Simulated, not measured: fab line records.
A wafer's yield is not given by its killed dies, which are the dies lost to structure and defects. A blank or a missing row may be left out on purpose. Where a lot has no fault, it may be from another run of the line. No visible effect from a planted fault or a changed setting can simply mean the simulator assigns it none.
fab line records    flow sky130
record lots=6  wafers=18  last_day=50
route steps=708 shown PWDE@52 NWELL@56 PAD_OPEN@708
lots untouched by any fault: they come from a run of this same line in which no faults occurred
start_h: start of the lot's first displayed wafer, in hours after the record's first day    wait_h: hours elapsed since this lot's preceding step    " unchanged from the row above    L1.1+2: a single row standing in for several wafers    - no value, or no start given    * or withheld: withheld    < > ~ a bound
route shown NAME@n: names a module that has steps shown in the file, with the first one's number in the route    usual: mean/standard deviation of fault-free wafers    same: alike in all rows    chamber/n: place in a boat    sites: readings site by site    _std_site: standard deviation of those values    _edge_site: mean of outer sites minus mean of inner sites    radius_mm: how far each site lies from the wafer's centre    mask NAME#n: copy n    behind: the tool/chamber that last shaped the wafer    hold: what put the lot on hold/how long, in hours/how the hold closed    device: the n, p or np transistor that did not switch    end of line: the same wafers' tests at the end of the route    for a step that has no rows: nothing shown but its recipe    killed: the dies lost at the first sort to structure and to defects; this is not the yield of the wafer    map: the dies of a wafer, with x for killed, . for not killed, _ for no die there
set.NAME: setting as actually run; set.NAME@STEP: the setting as run at that earlier step    model.NAME: the simulator's own value behind a step, which no gauge read
lots at selected steps of the route; one table per step, one row per wafer
services: from which hour (start_h, from the record's first day; less than 0 if before it) a tool's chamber was out of use, for how many hours, and why
## steps
# step SKY_PWDE_OVL_MEAS_07
# usual PWDE_OVL=-0.1/1.8
lot.wafer  tool        chamber  start_h  wait_h  PWDE_OVL[nm]
L943.2     overlay-02  -        73.60    -       -2.8
L943.5     "           -        "        "       -2.7
L943.6     "           -        "        "       -2.1
L946.2     overlay-02  -        88.30    -       -0.6
L946.4     "           -        "        "       -2.9
L946.6     "           -        "        "       -0.4
L954.1     overlay-02  -        135.40   -       0.2
L954.4     "           -        "        "       -0.5
L954.6     "           -        "        "       -0.8
L955.3     overlay-01  -        141.31   -       0.5
L955.5     "           -        "        "       2.7
L955.6     "           -        "        "       -0.5
L962.1     overlay-01  -        183.80   -       0.2
L962.2     "           -        "        "       -0.2
L962.4     "           -        "        "       1.3
L965.3     overlay-02  -        212.85   -       -1.1
L965.5     "           -        "        "       0.0
L965.6     "           -        "        "       -0.8
# step SKY_PWDE_IMPLANT_08
# recipe species=B  energy_kev=150  dose_cm2=3.6e+12  tilt_deg=withheld
# step SKY_PWDE_STRIP_09
# recipe chemistry=O2/N2  power_w=1400  pressure_mtorr=1500  platen_temp_c=withheld  o2_flow_sccm=3000  n2_flow_sccm=300  overash_fraction=0.5
# usual drypump_motor_current_A=6.0/0.41  oes_product_au=0.722/0.0048  strip_time_to_endpoint_s=36.95/0.1
lot.wafer  tool             chamber  start_h  wait_h  drypump_motor_current_A  oes_product_au  rf_hours_counter_h  strip_time_to_endpoint_s
L943.2     plasma_asher-03  1        73.78    0.1     5.7                      0.718           38                  36.95
L943.5     "                0        "        "       6.3                      0.729           -                   37.03
L943.6     "                1        "        "       5.7                      0.734           -                   37.06
L946.2     plasma_asher-04  1        88.48    0.1     5.8                      0.713           27                  36.89
L946.4     "                0        "        "       6.6                      0.730           -                   36.87
L946.6     "                1        "        "       5.8                      0.717           -                   37.00
L954.1     plasma_asher-03  1        135.58   0.1     5.7                      0.721           44                  36.97
L954.4     "                1        "        "       5.7                      0.725           -                   36.82
L954.6     "                1        "        "       5.7                      0.723           -                   36.87
L955.3     plasma_asher-02  0        141.52   0.1     5.9                      0.725           -                   36.79
L955.5     "                0        "        "       5.9                      0.725           -                   36.83
L955.6     "                1        "        "       5.5                      0.720           -                   36.82
L962.1     plasma_asher-04  1        183.98   0.1     5.8                      0.720           37                  37.14
L962.2     "                0        "        "       6.6                      0.723           37                  37.09
L962.4     "                1        "        "       5.8                      0.718           -                   37.00
L965.3     plasma_asher-04  1        213.06   0.1     5.7                      0.720           -                   37.07
L965.5     "                1        "        "       5.8                      0.717           -                   37.08
L965.6     "                0        "        "       6.6                      0.726           -                   37.02
# step SKY_PWDE_TW_MEAS_10
# usual PWDE_TW=374/4.6
lot.wafer  tool           chamber  start_h  wait_h  PWDE_TW
L943.2     film_metro-03  -        73.89    0.1     377
L943.5     "              -        "        "       375
L943.6     "              -        "        "       375
L946.2     film_metro-03  -        88.59    0.1     377
L946.4     "              -        "        "       376
L946.6     "              -        "        "       376
L954.1     film_metro-02  -        135.68   0.1     374
L954.4     "              -        "        "       374
L954.6     "              -        "        "       376
L955.3     film_metro-02  -        141.60   0.1     376
L955.5     "              -        "        "       374
L955.6     "              -        "        "       375
L962.1     film_metro-01  -        184.08   0.1     366
L962.2     "              -        "        "       369
L962.4     "              -        "        "       371
L965.3     film_metro-03  -        213.15   0.1     378
L965.5     "              -        "        "       380
L965.6     "              -        "        "       376
# step SKY_NWELL_DEHYDRATE_03
# recipe temp_c=200  time_s=60
# step SKY_NWELL_HMDS_04
# recipe prime_time_s=60  prime_temp_c=120
# step SKY_NWELL_COAT_05
# recipe spin_rpm=2000  resist_thk_nm=3000
# step SKY_NWELL_SOFTBAKE_06
# recipe temp_c=110  time_s=withheld
# step SKY_NWELL_EXPOSE_07
# recipe mask_id=NWM  na=0.6  source_shape=conventional  sigma_outer=0.6  polarization=unpolarized  target_cd_nm=840  dose_mj=255
# step SKY_NWELL_PEB_08
# recipe temp_c=115  time_s=withheld
# step SKY_NWELL_DEVELOP_09
# recipe wall_angle_deg=90  developer=TMAH  develop_time_s=60  dev_temp_c=23
# step SKY_NWELL_OVL_MEAS_10
# usual NWELL_00_OVL=-0.4/1.4
lot.wafer  tool        chamber  start_h  wait_h  NWELL_00_OVL[nm]
L943.2     overlay-02  -        90.15    -       -1.7
L943.5     "           -        "        "       -1.3
L943.6     "           -        "        "       -0.9
L946.2     overlay-01  -        106.32   -       2.0
L946.4     "           -        "        "       -0.3
L946.6     "           -        "        "       2.1
L954.1     overlay-02  -        154.69   -       -1.7
L954.4     "           -        "        "       -0.2
L954.6     "           -        "        "       -1.0
L955.3     overlay-02  -        160.55   -       -1.1
L955.5     "           -        "        "       -0.8
L955.6     "           -        "        "       -2.0
L962.1     overlay-02  -        204.70   -       -0.6
L962.2     "           -        "        "       0.1
L962.4     "           -        "        "       0.1
L965.3     overlay-02  -        235.78   -       -0.3
L965.5     "           -        "        "       -0.7
L965.6     "           -        "        "       -0.5
# step SKY_NWELL_IMPLANT_11
# recipe species=P  energy_kev=400  dose_cm2=1.9e+13  tilt_deg=withheld
# usual beam_energy_keV=399.99/0.13  faraday_current_uA=107.2/2.1
lot.wafer  tool          chamber  start_h  wait_h  beam_energy_keV  faraday_current_uA  model.implant.rp_nm  model.implant.drp_nm
L943.2     implanter-02  0        90.21    0.0     399.90           108.3               499.1                116.9
L943.5     "             0        "        "       400.15           104.6               499.1                116.9
L943.6     "             0        "        "       400.13           107.5               499.1                116.9
L946.2     implanter-02  0        106.38   0.0     400.05           110.4               481.4                116.9
L946.4     "             0        "        "       400.10           105.5               481.4                116.9
L946.6     "             0        "        "       399.99           108.2               481.4                116.9
L954.1     implanter-02  0        154.73   0.0     364.10           107.6               457.4                111
L954.4     "             0        "        "       364.20           104.3               457.4                111
L954.6     "             0        "        "       363.99           104.5               457.4                111
L955.3     implanter-02  0        160.63   0.1     364.26           106.8               461.6                111
L955.5     "             0        "        "       363.99           102.8               461.6                111
L955.6     "             0        "        "       364.35           109.3               461.6                111
L962.1     implanter-03  0        204.73   0.0     400.11           105.5               488.8                116.9
L962.2     "             0        "        "       400.21           104.7               488.8                116.9
L962.4     "             0        "        "       399.96           105.3               488.8                116.9
L965.3     implanter-02  0        235.85   0.1     399.98           109.1               485.1                116.9
L965.5     "             0        "        "       400.19           107.9               485.1                116.9
L965.6     "             0        "        "       400.06           108.9               485.1                116.9
# step SKY_NWELL_IMPLANT_12
# recipe species=P  energy_kev=120  dose_cm2=1.3e+12  tilt_deg=withheld
# step SKY_NWELL_IMPLANT_13
# recipe species=P  energy_kev=50  dose_cm2=7e+11  tilt_deg=withheld
# step SKY_NWELL_STRIP_14
# recipe chemistry=O2/N2  power_w=1400  pressure_mtorr=1500  platen_temp_c=withheld  o2_flow_sccm=3000  n2_flow_sccm=300  overash_fraction=0.5
# usual drypump_motor_current_A=5.8/0.48  oes_product_au=0.722/0.0043  strip_time_to_endpoint_s=36.96/0.11
lot.wafer  tool             chamber  start_h  wait_h  drypump_motor_current_A  oes_product_au  rf_hours_counter_h  strip_time_to_endpoint_s
L943.2     plasma_asher-03  1        90.63    0.1     5.7                      0.717           39                  36.83
L943.5     "                0        "        "       6.4                      0.724           -                   36.83
L943.6     "                1        "        "       5.7                      0.721           -                   36.98
L946.2     plasma_asher-03  1        106.80   0.1     5.7                      0.719           41                  36.99
L946.4     "                0        "        "       6.3                      0.720           -                   37.02
L946.6     "                0        "        "       6.3                      0.720           -                   36.95
L954.1     plasma_asher-02  1        155.18   0.1     5.5                      0.720           3                   36.79
L954.4     "                0        "        "       5.9                      0.729           -                   36.80
L954.6     "                1        "        "       5.5                      0.723           -                   36.78
L955.3     plasma_asher-03  0        161.06   0.1     6.3                      0.725           -                   36.77
L955.5     "                1        "        "       5.7                      0.726           -                   36.74
L955.6     "                0        "        "       6.3                      0.729           -                   36.86
L962.1     plasma_asher-02  1        205.18   0.1     5.5                      0.722           7                   36.83
L962.2     "                0        "        "       5.9                      0.721           7                   36.91
L962.4     "                1        "        "       5.5                      0.729           -                   36.93
L965.3     plasma_asher-03  1        236.29   0.1     5.7                      0.729           -                   36.85
L965.5     "                1        "        "       5.7                      0.716           -                   36.89
L965.6     "                0        "        "       6.3                      0.723           -                   36.99
# step SKY_NWELL_TW_MEAS_15
# usual NWELL_TW=1814/24
lot.wafer  tool           chamber  start_h  wait_h  NWELL_TW
L943.2     film_metro-02  -        90.74    0.1     1826
L943.5     "              -        "        "       1830
L943.6     "              -        "        "       1826
L946.2     film_metro-02  -        106.91   0.1     1838
L946.4     "              -        "        "       1842
L946.6     "              -        "        "       1837
L954.1     film_metro-02  -        155.28   0.1     1801
L954.4     "              -        "        "       1805
L954.6     "              -        "        "       1811
L955.3     film_metro-02  -        161.15   0.1     1804
L955.5     "              -        "        "       1804
L955.6     "              -        "        "       1807
L962.1     film_metro-03  -        205.28   0.1     1848
L962.2     "              -        "        "       1840
L962.4     "              -        "        "       1840
L965.3     film_metro-01  -        236.37   0.1     1805
L965.5     "              -        "        "       1801
L965.6     "              -        "        "       1791
# step SKY_NWELL_DEHYDRATE_16
# recipe temp_c=200  time_s=60
# step SKY_NWELL_HMDS_17
# recipe prime_time_s=60  prime_temp_c=120
# step SKY_NWELL_COAT_18
# recipe spin_rpm=2000  resist_thk_nm=3000
# step SKY_NWELL_SOFTBAKE_19
# recipe temp_c=110  time_s=withheld
# step SKY_NWELL_EXPOSE_20
# recipe mask_id=NWM_COMPLEMENT  na=0.6  source_shape=conventional  sigma_outer=0.6  polarization=unpolarized  target_cd_nm=840  dose_mj=260
# step SKY_NWELL_PEB_21
# recipe temp_c=115  time_s=withheld
# step SKY_NWELL_DEVELOP_22
# recipe wall_angle_deg=90  developer=TMAH  develop_time_s=60  dev_temp_c=23
# step SKY_NWELL_OVL_MEAS_23
# usual NWELL_01_OVL=0.1/1.4
lot.wafer  tool        chamber  start_h  wait_h  NWELL_01_OVL[nm]
L943.2     overlay-02  -        108.60   -       -2.1
L943.5     "           -        "        "       -0.2
L943.6     "           -        "        "       -2.0
L946.2     overlay-02  -        124.77   -       -2.0
L946.4     "           -        "        "       -1.8
L946.6     "           -        "        "       -0.2
L954.1     overlay-01  -        174.45   -       1.1
L954.4     "           -        "        "       2.8
L954.6     "           -        "        "       1.4
L955.3     overlay-01  -        180.31   -       1.6
L955.5     "           -        "        "       0.7
L955.6     "           -        "        "       1.0
L962.1     overlay-02  -        227.75   -       -1.4
L962.2     "           -        "        "       -0.4
L962.4     "           -        "        "       -1.6
L965.3     overlay-01  -        259.80   -       -0.4
L965.5     "           -        "        "       1.5
L965.6     "           -        "        "       1.0
# step SKY_NWELL_IMPLANT_24
# recipe species=B  energy_kev=140  dose_cm2=9.2e+12  tilt_deg=withheld
# step SKY_NWELL_STRIP_25
# recipe chemistry=O2/N2  power_w=1400  pressure_mtorr=1500  platen_temp_c=withheld  o2_flow_sccm=3000  n2_flow_sccm=300  overash_fraction=0.5
# usual drypump_motor_current_A=5.8/0.5  oes_product_au=0.722/0.0041  strip_time_to_endpoint_s=36.94/0.1
lot.wafer  tool             chamber  start_h  wait_h  drypump_motor_current_A  oes_product_au  rf_hours_counter_h  strip_time_to_endpoint_s
L943.2     plasma_asher-01  0        108.78   0.1     4.9                      0.721           43                  36.89
L943.5     "                0        "        "       4.9                      0.721           -                   36.87
L943.6     "                1        "        "       6.2                      0.722           -                   36.97
L946.2     plasma_asher-01  0        124.95   0.1     4.9                      0.720           45                  37.05
L946.4     "                1        "        "       6.3                      0.726           -                   36.99
L946.6     "                1        "        "       6.3                      0.729           -                   36.91
L954.1     plasma_asher-03  0        174.63   0.1     6.3                      0.726           48                  36.94
L954.4     "                1        "        "       5.7                      0.718           -                   36.90
L954.6     "                0        "        "       6.3                      0.720           -                   36.91
L955.3     plasma_asher-01  1        180.52   0.1     6.3                      0.725           -                   36.93
L955.5     "                0        "        "       4.9                      0.722           -                   36.96
L955.6     "                1        "        "       6.3                      0.721           -                   36.99
L962.1     plasma_asher-03  1        227.93   0.1     5.7                      0.725           53                  36.71
L962.2     "                0        "        "       6.3                      0.721           53                  36.89
L962.4     "                1        "        "       5.7                      0.723           -                   36.92
L965.3     plasma_asher-03  0        260.01   0.1     6.3                      0.723           -                   36.91
L965.5     "                1        "        "       5.7                      0.720           -                   36.82
L965.6     "                0        "        "       6.3                      0.719           -                   36.97
# step SKY_NWELL_TW_MEAS_26
# usual NWELL_2_TW=497/6.9
lot.wafer  tool           chamber  start_h  wait_h  NWELL_2_TW
L943.2     film_metro-03  -        108.89   0.1     500
L943.5     "              -        "        "       505
L943.6     "              -        "        "       506
L946.2     film_metro-02  -        125.06   0.1     499
L946.4     "              -        "        "       499
L946.6     "              -        "        "       499
L954.1     film_metro-01  -        174.73   0.1     486
L954.4     "              -        "        "       489
L954.6     "              -        "        "       488
L955.3     film_metro-03  -        180.60   0.1     502
L955.5     "              -        "        "       503
L955.6     "              -        "        "       502
L962.1     film_metro-03  -        228.03   0.1     505
L962.2     "              -        "        "       507
L962.4     "              -        "        "       511
L965.3     film_metro-01  -        260.10   0.1     492
L965.5     "              -        "        "       490
L965.6     "              -        "        "       493
# step SKY_NWELL_CLEAN_27
# recipe chemistry=SC1/SC2  mix=1:4:20  temp_c=70  time_s=150  dry=n2_spin
# step SKY_NWELL_RTA_28
# recipe temp_c=1050  time_s=30  idle_temp_c=650  ramp_up_c_per_s=150  ramp_down_c_per_s=90  ambient=N2
# usual lamp_power_pct=25.31/0.05  wafer_temp_C_max=1054.8/0.93
lot.wafer  tool           chamber  start_h  wait_h  lamp_power_pct  wafer_temp_C_max
L943.2     rtp_anneal-01  0        109.01   0.0     25.29           1054.7
L943.5     "              0        "        "       25.33           1053.6
L943.6     "              0        "        "       25.27           1054.9
L946.2     rtp_anneal-01  0        125.18   0.0     25.30           1055.0
L946.4     "              0        "        "       25.33           1054.2
L946.6     "              0        "        "       25.34           1054.7
L954.1     rtp_anneal-02  0        174.84   0.0     25.36           1054.9
L954.4     "              0        "        "       25.26           1052.6
L954.6     "              0        "        "       25.35           1053.5
L955.3     rtp_anneal-01  0        180.73   0.0     25.33           1053.9
L955.5     "              0        "        "       25.31           1056.3
L955.6     "              0        "        "       25.40           1055.3
L962.1     rtp_anneal-02  0        228.14   0.0     25.27           1056.7
L962.2     "              0        "        "       25.27           1055.7
L962.4     "              0        "        "       25.36           1055.0
L965.3     rtp_anneal-01  0        260.22   0.0     25.38           1055.9
L965.5     "              0        "        "       25.29           1054.3
L965.6     "              0        "        "       25.32           1055.5
# step SKY_NWELL_RS_MEAS_29
# recipe thk_meas_gauge=four-point-probe
# usual NWELL_RS=625.2/1.4
lot.wafer  tool           chamber  start_h  wait_h  NWELL_RS[ohm/sq]
L943.2     film_metro-01  -        109.11   0.1     626.4
L943.5     "              -        "        "       624.8
L943.6     "              -        "        "       625.8
L946.2     film_metro-01  -        125.29   0.1     627.0
L946.4     "              -        "        "       624.2
L946.6     "              -        "        "       624.4
L954.1     film_metro-02  -        174.94   0.1     637.1
L954.4     "              -        "        "       637.2
L954.6     "              -        "        "       639.1
L955.3     film_metro-02  -        180.84   0.1     640.1
L955.5     "              -        "        "       641.2
L955.6     "              -        "        "       640.2
L962.1     film_metro-01  -        228.24   0.1     624.5
L962.2     "              -        "        "       623.3
L962.4     "              -        "        "       623.0
L965.3     film_metro-03  -        260.33   0.1     623.0
L965.5     "              -        "        "       623.5
L965.6     "              -        "        "       624.8
# step SKY_PAD_OPEN_PROBE_99
# usual killed_at_M0_to_M3=44/7.2  killed_at_M4_up=3.4/2.1  killed_at_contacts=24/5.5  killed_at_front_end=15/4.6  killed_at_other=0.4/0.64  killed_dies=86/9.1  killed_open=47/7.5  killed_short=39/5.8
# same gross_dies=492  killed_at_back_side=0
lot.wafer  tool       chamber  start_h  wait_h  killed_at_M0_to_M3  killed_at_M4_up  killed_at_contacts  killed_at_front_end  killed_at_other  killed_dies  killed_open  killed_short  model.etest.nfet_16v.r_on_ohm_um  model.etest.res_nwell.line_ohm_um  model.etest.res_nwell.rs_ohm_sq  model.etest.pfet_g5v0d10v5.r_on_ohm_um  model.etest.tip_p_5v.rs_ohm_sq  model.etest.pfet_g5v0d10v5.drive_ua_um  model.etest.pfet_16v.drive_ua_um  model.etest.pfet_01v8_lvt.drive_ua_um
L943.2     prober-02  -        1078.32  0.1     43                  4                19                  23                   0                89           56           32            1.422e+04                         1138                               973.9                            4764                                    2912                            337.6                                   241.5                             174.5
L943.5     prober-02  -        1078.47  0.2     35                  3                27                  17                   4                86           53           29            1.41e+04                          1128                               959                              4748                                    2881                            339.5                                   242.8                             175
L943.6     prober-02  -        1078.52  0.2     45                  3                22                  20                   0                90           49           41            1.43e+04                          1157                               971.7                            4812                                    2913                            333.7                                   238.6                             172.5
L946.2     prober-02  -        1099.94  0.1     33                  2                21                  20                   0                76           34           42            1.388e+04                         1204                               1008                             4747                                    2894                            341.1                                   241.8                             177.5
L946.4     prober-02  -        1100.04  0.2     42                  2                25                  16                   0                85           49           35            1.389e+04                         1208                               1009                             4834                                    2894                            332.2                                   242.8                             175.2
L946.6     prober-02  -        1100.14  0.2     47                  2                18                  20                   0                87           48           38            1.397e+04                         1189                               1010                             4815                                    2864                            333.4                                   241                               171.9
L955.3     prober-01  -        1148.61  0.2     45                  4                25                  15                   1                90           57           31            1.354e+04                         1341                               1100                             4826                                    2945                            332.9                                   232.5                             167.1
L955.5     prober-01  -        1148.71  0.2     44                  2                34                  15                   2                97           49           48            1.356e+04                         1340                               1092                             4836                                    2935                            334.4                                   236.6                             166.9
L955.6     prober-01  -        1148.76  0.2     42                  1                28                  11                   2                84           51           31            1.364e+04                         1325                               1088                             4826                                    2947                            329.7                                   234.8                             169.1
L954.1     prober-02  -        1150.81  0.1     60                  2                16                  15                   0                93           49           44            1.375e+04                         1382                               1136                             4776                                    2942                            335.5                                   233.7                             169.7
L954.4     prober-02  -        1150.96  0.2     49                  1                28                  23                   1                102          63           39            1.365e+04                         1417                               1164                             4750                                    2915                            337.5                                   233.8                             167.5
L954.6     prober-02  -        1151.06  0.2     48                  5                16                  12                   0                81           42           39            1.38e+04                          1404                               1162                             4842                                    2926                            330.7                                   234.1                             168.3
L962.1     prober-01  -        1186.34  0.1     46                  3                27                  9                    0                85           51           34            1.389e+04                         1198                               1029                             4753                                    2851                            343.4                                   234.5                             172.8
L962.2     prober-01  -        1186.39  0.1     44                  5                28                  12                   0                89           48           41            1.39e+04                          1147                               986.5                            4737                                    2877                            341.1                                   244.1                             171.1
L962.4     prober-01  -        1186.49  0.2     42                  4                30                  14                   0                90           50           40            1.37e+04                          1187                               1010                             4675                                    2872                            350                                     238.5                             172.2
L965.3     prober-01  -        1205.57  0.2     61                  2                16                  17                   0                96           51           44            1.38e+04                          1183                               982.1                            4830                                    2872                            337.1                                   240                               168.7
L965.5     prober-01  -        1205.67  0.2     48                  4                18                  21                   0                91           62           29            1.374e+04                         1164                               957.8                            4749                                    2837                            342.7                                   242                               171.1
L965.6     prober-01  -        1205.72  0.2     45                  4                39                  14                   0                102          56           46            1.374e+04                         1177                               979.7                            4784                                    2865                            338.8                                   242                               171.4
# killed by level:class
L943.2 VIA1:geometric_particle:open=10 CONTACT:geometric_particle:open=9 POLY_GATE:geometric_particle:open=7 VIA2:geometric_particle:open=7 METAL2:geometric_particle:short=6 FIELD_ISO:geometric_particle:open=5 VIA3:geometric_particle:open=5 POLY_GATE:geometric_particle:short=4
L943.5 CONTACT:geometric_particle:open=11 LI_CONTACT:geometric_particle:open=10 VIA1:geometric_particle:open=7 VIA3:geometric_particle:open=7 FIELD_ISO:geometric_particle:open=4 VIA2:geometric_particle:short=4 CONTACT:geometric_particle:short=4 METAL2:geometric_particle:short=4
L943.6 VIA1:geometric_particle:open=12 CONTACT:geometric_particle:open=11 LI_CONTACT:geometric_particle:open=7 VIA1:geometric_particle:short=5 VIA3:geometric_particle:open=5 FIELD_ISO:geometric_particle:open=4 FIELD_ISO:geometric_particle:short=4 POLY_GATE:geometric_particle:short=4
L946.2 POLY_GATE:geometric_particle:short=9 LI_CONTACT:geometric_particle:open=6 VIA1:geometric_particle:open=6 METAL1:geometric_particle:short=6 LOCAL_INTERCONNECT:geometric_particle:short=5 CONTACT:geometric_particle:open=5 VIA1:geometric_particle:short=5 VIA2:geometric_particle:open=5
L946.4 VIA1:geometric_particle:open=14 CONTACT:geometric_particle:open=12 VIA3:geometric_particle:open=7 METAL1:geometric_particle:short=5 POLY_GATE:geometric_particle:short=4 VIA2:geometric_particle:open=4 VIA1:geometric_particle:short=4 VIA2:geometric_particle:short=4
L946.6 VIA1:geometric_particle:open=10 VIA2:geometric_particle:open=7 CONTACT:geometric_particle:open=7 METAL2:geometric_particle:short=6 FIELD_ISO:geometric_particle:open=5 POLY_GATE:geometric_particle:short=5 LI_CONTACT:geometric_particle:open=5 CONTACT:geometric_particle:short=5
L955.3 VIA2:geometric_particle:open=10 VIA3:geometric_particle:open=9 LI_CONTACT:geometric_particle:open=8 CONTACT:geometric_particle:open=8 VIA1:geometric_particle:open=6 FIELD_ISO:geometric_particle:open=5 VIA1:geometric_particle:short=5 CONTACT:geometric_particle:short=4
L955.5 CONTACT:geometric_particle:open=13 VIA1:geometric_particle:open=10 METAL1:geometric_particle:short=8 LI_CONTACT:geometric_particle:open=8 VIA3:geometric_particle:open=6 FIELD_ISO:geometric_particle:short=5 LI_CONTACT:geometric_particle:short=4 LOCAL_INTERCONNECT:geometric_particle:short=4
L955.6 VIA1:geometric_particle:open=15 LI_CONTACT:geometric_particle:open=8 VIA2:geometric_particle:open=8 CONTACT:geometric_particle:open=6 LI_CONTACT:geometric_particle:short=5 CONTACT:geometric_particle:short=5 VIA1:geometric_particle:short=5 VIA3:geometric_particle:open=5
L954.1 VIA1:geometric_particle:open=13 VIA2:geometric_particle:open=8 METAL2:geometric_particle:short=7 VIA3:geometric_particle:open=7 VIA1:geometric_particle:short=6 LOCAL_INTERCONNECT:geometric_particle:short=5 CONTACT:geometric_particle:open=5 METAL1:geometric_particle:short=5
L954.4 VIA1:geometric_particle:open=12 CONTACT:geometric_particle:open=12 VIA3:geometric_particle:open=8 VIA1:geometric_particle:short=8 VIA2:geometric_particle:open=8 FIELD_ISO:geometric_particle:open=5 LI_CONTACT:geometric_particle:open=5 LOCAL_INTERCONNECT:geometric_particle:short=5
L954.6 METAL2:geometric_particle:short=11 VIA1:geometric_particle:open=8 VIA2:geometric_particle:open=8 VIA3:geometric_particle:open=6 CONTACT:geometric_particle:open=6 FIELD_ISO:geometric_particle:short=4 METAL1:geometric_particle:short=4 POLY_GATE:geometric_particle:short=3
L962.1 VIA1:geometric_particle:open=13 CONTACT:geometric_particle:open=12 METAL1:geometric_particle:short=9 VIA2:geometric_particle:open=8 LI_CONTACT:geometric_particle:open=5 LOCAL_INTERCONNECT:geometric_particle:short=4 CONTACT:geometric_particle:short=4 METAL3:geometric_particle:short=4
L962.2 LI_CONTACT:geometric_particle:open=9 METAL2:geometric_particle:short=9 CONTACT:geometric_particle:short=8 CONTACT:geometric_particle:open=7 VIA1:geometric_particle:open=6 VIA3:geometric_particle:short=6 VIA2:geometric_particle:open=6 METAL1:geometric_particle:short=5
L962.4 LI_CONTACT:geometric_particle:open=8 VIA2:geometric_particle:open=8 VIA1:geometric_particle:open=7 LI_CONTACT:geometric_particle:short=6 CONTACT:geometric_particle:open=6 VIA1:geometric_particle:short=6 VIA3:geometric_particle:open=6 FIELD_ISO:geometric_particle:open=5
L965.3 VIA1:geometric_particle:open=16 METAL1:geometric_particle:short=10 CONTACT:geometric_particle:open=7 VIA3:geometric_particle:open=7 VIA2:geometric_particle:open=6 VIA1:geometric_particle:short=5 FIELD_ISO:geometric_particle:open=4 POLY_GATE:geometric_particle:open=4
L965.5 VIA2:geometric_particle:open=12 VIA1:geometric_particle:open=9 FIELD_ISO:geometric_particle:open=8 LI_CONTACT:geometric_particle:open=7 CONTACT:geometric_particle:open=6 VIA3:geometric_particle:open=5 METAL1:geometric_particle:short=5 POLY_GATE:geometric_particle:open=4
L965.6 CONTACT:geometric_particle:open=13 VIA3:geometric_particle:open=9 CONTACT:geometric_particle:short=8 VIA1:geometric_particle:open=8 METAL1:geometric_particle:short=8 VIA2:geometric_particle:open=7 FIELD_ISO:geometric_particle:open=6 LOCAL_INTERCONNECT:geometric_particle:short=6
## services
tool             chamber  start_h  hours  kind
implanter-03     -        55.38    2.8    repair
plasma_asher-02  -        76.33    3.1    repair
plasma_asher-04  -        78.26    2.8    repair
plasma_asher-03  -        86.43    1.5    repair
plasma_asher-02  -        108.75   9.0    pm
plasma_asher-02  0        108.75   9.0    vent_cycle
plasma_asher-02  1        108.75   9.0    vent_cycle
plasma_asher-02  0        117.75   -      clean
plasma_asher-02  1        117.75   -      clean
plasma_asher-02  -        126.35   1.6    repair
implanter-03     -        129.98   43.0   repair
plasma_asher-03  -        139.55   0.5    repair
plasma_asher-01  -        155.11   2.7    repair
implanter-02     -        163.36   2.7    pm
plasma_asher-02  -        174.10   14.6   pm
plasma_asher-04  -        189.10   0.4    repair
plasma_asher-03  -        195.35   0.7    repair
implanter-03     -        235.24   5.6    repair
## key
first_sign step=SKY_NWELL_IMPLANT_11  reading=beam_energy_keV  direction=down  sigmas=99+  usual=*  struck=*
effect step=SKY_NWELL_RS_MEAS_29  reading=NWELL_RS  direction=up  sigmas=10  usual=625.2  struck=639.1
model_effect step=SKY_NWELL_IMPLANT_11  value=implant.rp_nm  without=499.9  struck=459.5
model_effect step=SKY_PAD_OPEN_PROBE_99  value=etest.nfet_16v.r_on_ohm_um  without=1.406e+04  struck=1.366e+04
met_at SKY_NWELL_IMPLANT_11
struck_wafers L954.1,L954.4,L954.6,L955.3,L955.5,L955.6
tester_left_out L954,L955
onset_between 106.38 154.73
fault kind=process_parameter_drift  tool=implanter-02  chamber=-  onset_h=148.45  steps=SKY_NWELL_IMPLANT_11  channel=energy_kev  offset=*  shape=step  end_h=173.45  acts_in=*  stated=*
# tester_left_out: of these lots the tester's yield and bins aren't shown, on N5 and GAA mostly nor the transistor test; their killed dies are dies lost to structure and defects alone, not to doping, threshold or leakage, so they don't give the yield
